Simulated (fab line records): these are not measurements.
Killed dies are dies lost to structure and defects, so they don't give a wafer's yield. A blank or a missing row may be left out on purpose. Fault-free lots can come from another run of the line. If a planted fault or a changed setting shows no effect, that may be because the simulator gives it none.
What tool caused it? / flow gf180mcu / 13 lots, 39 wafers sampled, at 4 steps of a route of 602

== WHAT THE GAUGES READ, wafer by wafer ==
GF_VT_IMPLANT_OVL_MEAS_29.
lot=L689; measured=day 7 00:14; on=overlay-01; VT_IMPLANT_02_OVL (nm)=-2.5 -2.6 -3.0
lot=L691; measured=day 7 18:41; on=overlay-01; VT_IMPLANT_02_OVL (nm)=0.0 -1.9 -1.1
lot=L690; measured=day 7 19:02; on=overlay-01; VT_IMPLANT_02_OVL (nm)=-1.7 -1.3 -0.9
lot=L692; measured=day 7 20:20; on=overlay-01; VT_IMPLANT_02_OVL (nm)=-4.0 -1.2 -3.1
lot=L693; measured=day 8 01:21; on=overlay-01; VT_IMPLANT_02_OVL (nm)=-2.2 -1.9 -2.0
lot=L695; measured=day 8 10:17; on=overlay-02; VT_IMPLANT_02_OVL (nm)=1.1 -1.3 1.7
lot=L697; measured=day 8 20:58; on=overlay-01; VT_IMPLANT_02_OVL (nm)=-2.0 -2.7 -2.6
lot=L705; measured=day 11 03:35; on=overlay-01; VT_IMPLANT_02_OVL (nm)=-3.9 -3.9 -4.9
lot=L707; measured=day 11 16:38; on=overlay-02; VT_IMPLANT_02_OVL (nm)=-1.4 1.1 -2.1
lot=L709; measured=day 12 05:48; on=overlay-01; VT_IMPLANT_02_OVL (nm)=-1.0 0.8 1.7
lot=L710; measured=day 12 13:23; on=overlay-02; VT_IMPLANT_02_OVL (nm)=0.3 0.3 0.3
lot=L711; measured=day 12 18:26; on=overlay-02; VT_IMPLANT_02_OVL (nm)=0.7 0.1 -0.4
lot=L712; measured=day 13 00:44; on=overlay-01; VT_IMPLANT_02_OVL (nm)=-0.5 -0.5 -0.8

GF_HV_LDD_TW_MEAS_38.
lot=L689; measured=day 11 15:41; on=film metro-01; HV_LDD_3_TW=1435 1443 1447
lot=L691; measured=day 12 14:19; on=film metro-01; HV_LDD_3_TW=1436 1436 1444
lot=L690; measured=day 12 12:16; on=film metro-03; HV_LDD_3_TW=1437 1433 1441
lot=L692; measured=day 12 19:04; on=film metro-03; HV_LDD_3_TW=1429 1443 1440
lot=L693; measured=day 13 05:04; on=film metro-03; HV_LDD_3_TW=1442 1439 1435
lot=L695; measured=day 13 09:00; on=film metro-01; HV_LDD_3_TW=1449 1438 1443
lot=L697; measured=day 13 23:20; on=film metro-01; HV_LDD_3_TW=1441 1435 1428
lot=L705; measured=day 16 14:15; on=film metro-03; HV_LDD_3_TW=1427 1436 1425
lot=L707; measured=day 17 09:28; on=film metro-03; HV_LDD_3_TW=1438 1439 1436
lot=L709; measured=day 18 03:35; on=film metro-01; HV_LDD_3_TW=1425 1426 1429
lot=L710; measured=day 18 15:10; on=film metro-01; HV_LDD_3_TW=1431 1432 1430
lot=L711; measured=day 18 16:27; on=film metro-04; HV_LDD_3_TW=1412 1425 1414
lot=L712; measured=day 19 00:16; on=film metro-04; HV_LDD_3_TW=1418 1420 1418

== TOOL THAT RAN EACH LOT (tool first, then ch and the chambers of the sampled wafers, then the start) ==
lot=L689; GF_DNWELL_EXPOSE_04=iline stepper-02 ch 0, day 2 17:07; GF_HV_LDD_STRIP_37=plasma asher-02 ch 0,1, day 11 15:35
lot=L691; GF_DNWELL_EXPOSE_04=iline stepper-01 ch 0, day 3 08:26; GF_HV_LDD_STRIP_37=plasma asher-03 ch 0,1, day 12 14:13
lot=L690; GF_DNWELL_EXPOSE_04=iline stepper-02 ch 0, day 3 08:41; GF_HV_LDD_STRIP_37=plasma asher-02 ch 0,1, day 12 12:10
lot=L692; GF_DNWELL_EXPOSE_04=iline stepper-01 ch 0, day 3 08:55; GF_HV_LDD_STRIP_37=plasma asher-02 ch 0,1, day 12 18:58
lot=L693; GF_DNWELL_EXPOSE_04=iline stepper-02 ch 0, day 3 13:52; GF_HV_LDD_STRIP_37=plasma asher-04 ch 1, day 13 04:58
lot=L695; GF_DNWELL_EXPOSE_04=iline stepper-02 ch 0, day 3 19:38; GF_HV_LDD_STRIP_37=plasma asher-03 ch 0,1, day 13 08:53
lot=L697; GF_DNWELL_EXPOSE_04=iline stepper-01 ch 0, day 4 04:54; GF_HV_LDD_STRIP_37=plasma asher-04 ch 0,1, day 13 23:14
lot=L705; GF_DNWELL_EXPOSE_04=iline stepper-01 ch 0, day 6 00:37; GF_HV_LDD_STRIP_37=plasma asher-02 ch 0,1, day 16 14:08
lot=L707; GF_DNWELL_EXPOSE_04=iline stepper-02 ch 0, day 6 10:42; GF_HV_LDD_STRIP_37=plasma asher-02 ch 0,1, day 17 09:21
lot=L709; GF_DNWELL_EXPOSE_04=iline stepper-01 ch 0, day 6 21:10; GF_HV_LDD_STRIP_37=plasma asher-02 ch 0, day 18 03:29
lot=L710; GF_DNWELL_EXPOSE_04=iline stepper-02 ch 0, day 7 02:06; GF_HV_LDD_STRIP_37=plasma asher-04 ch 0,1, day 18 15:04
lot=L711; GF_DNWELL_EXPOSE_04=iline stepper-01 ch 0, day 7 07:17; GF_HV_LDD_STRIP_37=plasma asher-02 ch 0,1, day 18 16:21
lot=L712; GF_DNWELL_EXPOSE_04=iline stepper-01 ch 0, day 7 12:57; GF_HV_LDD_STRIP_37=plasma asher-03 ch 1, day 19 00:10
- GF_DNWELL_EXPOSE_04: exposes mask DNWELL, target cd 1700 nm.
- GF_HV_LDD_STRIP_37: strips in O2/N2.

== AS READ BY THE TOOLS THEMSELVES (means over the sampled wafers that have a number; for cases with no such wafer, the mark the record gives instead) ==
GF_HV_LDD_STRIP_37.
lot=L689; tool=plasma asher-02; drypump motor current A (A)=5.4; heater power w (W)=312; oes product au (a.u.)=0.713; strip time to endpoint s (s)=12.66
lot=L691; tool=plasma asher-03; drypump motor current A (A)=6.1; heater power w (W)=345; oes product au (a.u.)=0.715; strip time to endpoint s (s)=12.66
lot=L690; tool=plasma asher-02; drypump motor current A (A)=5.4; heater power w (W)=308; oes product au (a.u.)=0.715; strip time to endpoint s (s)=12.66
lot=L692; tool=plasma asher-02; drypump motor current A (A)=5.4; heater power w (W)=335; oes product au (a.u.)=0.724; strip time to endpoint s (s)=12.62
lot=L693; tool=plasma asher-04; drypump motor current A (A)=5.8; heater power w (W)=372; oes product au (a.u.)=0.719; strip time to endpoint s (s)=12.71
lot=L695; tool=plasma asher-03; drypump motor current A (A)=5.6; heater power w (W)=354; oes product au (a.u.)=0.719; strip time to endpoint s (s)=12.66
lot=L697; tool=plasma asher-04; drypump motor current A (A)=5.6; heater power w (W)=359; oes product au (a.u.)=0.715; strip time to endpoint s (s)=12.64
lot=L705; tool=plasma asher-02; drypump motor current A (A)=5.4; heater power w (W)=312; oes product au (a.u.)=0.715; strip time to endpoint s (s)=12.58
lot=L707; tool=plasma asher-02; drypump motor current A (A)=5.4; heater power w (W)=336; oes product au (a.u.)=0.720; strip time to endpoint s (s)=12.63
lot=L709; tool=plasma asher-02; drypump motor current A (A)=5.4; heater power w (W)=352; oes product au (a.u.)=0.718; strip time to endpoint s (s)=12.59
lot=L710; tool=plasma asher-04; drypump motor current A (A)=5.6; heater power w (W)=349; oes product au (a.u.)=0.715; strip time to endpoint s (s)=12.60
lot=L711; tool=plasma asher-02; drypump motor current A (A)=5.4; heater power w (W)=310; oes product au (a.u.)=0.713; strip time to endpoint s (s)=12.61
lot=L712; tool=plasma asher-03; drypump motor current A (A)=6.4; heater power w (W)=334; oes product au (a.u.)=0.711; strip time to endpoint s (s)=12.67

== THE ANSWER, worked out from the rows above alone ==
Rule: what is usual is taken from the lots themselves. The widest of any qualifying gaps counts: lots, ordered by their means at a reading, are off when they make up no more than a third of the lots, leave a main group of 4 or more, and stand apart from it by 3 or more times the standard deviation of that group's means. A main group whose means are all the same, to the digits that the tables above print for the reading, isn't used. Also off: a lot with no number at a reading for which 4 or more lots have one. Any other lot the step has rows for is counted as sound. First the gauges in route order, then the tools' own readings, where a lot's mean is used as printed above. The first step at which some lot is off is used, and at that step the reading that is off furthest; a lot without a number counts as furthest.
No lot is off on any of the readings shown, so nothing can be concluded from this.

== WHAT WAS PUT IN BY THE SIMULATOR ==
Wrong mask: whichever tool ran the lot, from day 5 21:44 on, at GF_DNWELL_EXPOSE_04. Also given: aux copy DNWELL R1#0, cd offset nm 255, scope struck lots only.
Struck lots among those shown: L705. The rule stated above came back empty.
